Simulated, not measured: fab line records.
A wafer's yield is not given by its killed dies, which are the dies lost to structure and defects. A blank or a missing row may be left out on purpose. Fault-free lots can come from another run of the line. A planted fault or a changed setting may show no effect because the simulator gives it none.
A struck lot beside a sound one ; flow sky130 ; 18 steps out of a route of 708
Sound: these wafers, L545.1, L545.5, L545.6. Struck: wafer L553.6 (left out: L553.4, L553.5 of the same lot, which were not struck); the cause appears at the end.
At each step with rows: each side's tool, then ch and its chambers, then its first start. Under that, the readings that differ: sound wafers ; struck wafers ; difference of the means ; sigmas: that difference in standard deviations of wafers without a fault.
alike: readings whose means differ by less than 2 such deviations, and words and numbers that are the same on both sides. not compared: withheld readings, readings that some wafer has no value for, bounds like >300 that may hide the same value, and numbers for which the record gives no deviation and whose values overlap.
The two part at a step that has a row with sigmas, a row that says differs or no value, or rows on one side only. Non-overlapping numbers with no deviation appear without sigmas and do not part them. A reading that every wafer of one side lacks parts them only if that side has two wafers or more.

first, 3 steps without rows for these wafers: SKY_VIA2_EXPOSE_09 (exposes mask VIM2, target cd 200 nm); SKY_VIA2_PEB_10; SKY_VIA2_DEVELOP_11 (develop time 60 s).
SKY_VIA2_CD_MEAS_12: target cd 200 nm.
  sound on cd_sem-01 at day 37 07:32; struck on cd_sem-01 at day 39 14:35
reading;sound;struck;difference;sigmas
cd_nm (nm);199.5 199.6 198.7;202.0;+2.7;+2
SKY_VIA2_OVL_MEAS_13:
  sound on overlay-01 at day 37 07:40; struck on overlay-02 at day 39 14:40
  alike: VIA2_OVL
SKY_VIA2_ETCH_14: etches BARC in N2/H2, stops on SiO2, time 45.9 s, target depth 60 nm.
  sound on rie_diel-04 ch 0,2,3, day 37 07:42; struck on rie_diel-01 ch 1, day 39 14:42
reading;sound;struck;difference;sigmas
oes_product_au (a.u.);0.857 0.860 0.860;0.848;-0.011;-2
  alike: drypump_motor_current_A, throttle_valve_pct
  not compared: rf_hours_counter_h
SKY_VIA2_ETCH_15: etches SiO2 in C4F8/O2/Ar, stops on TiN, target depth 546 nm, time 84 s.
  sound on rie_diel-04 ch 0,2,3, day 37 07:44; struck on rie_diel-01 ch 1, day 39 14:46
  alike: oes_product_au
  not compared: rf_hours_counter_h
SKY_VIA2_STRIP_16: strips in O2/N2.
  sound on plasma_asher-02 ch 0,1, day 37 07:48; struck on plasma_asher-02 ch 1, day 39 14:49
reading;sound;struck;difference;sigmas
strip_time_to_endpoint_s (s);4.09 4.07 4.08;3.98;-0.10;-3
  alike: drypump_motor_current_A, oes_product_au
  not compared: rf_hours_counter_h
then, 3 steps without rows for these wafers: SKY_VIA2_STRIP_17 (strips in post etch residue remover, time 1200 s); SKY_VIA2_CLEAN_18 (cleans in IPA, time 180 s); SKY_VIA2_CLEAN_19 (cleans in O3/DIW).
SKY_VIA2_SPUTTER_20: material TiN, target thk 20 nm, time 80 s.
  sound on pvd_sputter-04 at day 37 08:24; struck on pvd_sputter-01 at day 39 15:25
reading;sound;struck;difference;sigmas
throttle_valve_pct (%);28.5 28.4 28.3;31.2;+2.8;+2
  alike: cathode_dc_power_W, chamber_pressure_pa
SKY_VIA2_CVD_21: deposits W, target thk 420 nm, time 126.4 s.
  sound on cvd_w-01 ch 0,1, day 37 08:28; struck on cvd_w-02 ch 1, day 39 15:31
reading;sound;struck;difference;sigmas
model.W_of_VIA2_CVD_21.thk_nm (nm);423 416.2 423.5;643.3;+222.4;
  alike: heater_power_w
SKY_VIA2_RS_MEAS_22: a four-point-probe measurement.
  sound on film_metro-01 at day 37 08:35; struck on film_metro-04 at day 39 15:40
reading;sound;struck;difference;sigmas
VIA2_W_RS (ohm/sq);0.271 0.275 0.270;0.178;-0.094;-17
SKY_VIA2_THK_MEAS_23: measures by xrf.
  sound on film_metro-01 at day 37 08:43; struck on film_metro-04 at day 39 15:45
  not compared: VIA2_W_THK
SKY_VIA2_CMP_24: polishes, stops on SiO2, t overpolish 20 s, target thk 0 nm.
  sound on cmp-01 ch 2,3, day 37 08:46; struck on cmp-01 ch 1, day 39 15:53
reading;sound;struck;difference;sigmas
time_to_endpoint_s (s);107 101 110;155;+49;+12
  alike: motor_current_A, slurry_flow_ml_min
SKY_METAL3_SPUTTER_00: material Ti, target thk 15 nm, time 10 s.
  sound on pvd_sputter-01 at day 37 09:04; struck on pvd_sputter-02 at day 39 16:05
  alike: cathode_dc_power_W, chamber_pressure_pa, throttle_valve_pct
after that, 1 step had no rows for these wafers: SKY_PAD_OPEN_PROBE_99.

WHERE THEY PART
Last at SKY_VIA2_CMP_24 as far as this record goes, first at SKY_VIA2_CD_MEAS_12. Later steps at which nothing parts them and some readings are alike: SKY_METAL3_SPUTTER_00.

WHY: whatever the simulator had introduced
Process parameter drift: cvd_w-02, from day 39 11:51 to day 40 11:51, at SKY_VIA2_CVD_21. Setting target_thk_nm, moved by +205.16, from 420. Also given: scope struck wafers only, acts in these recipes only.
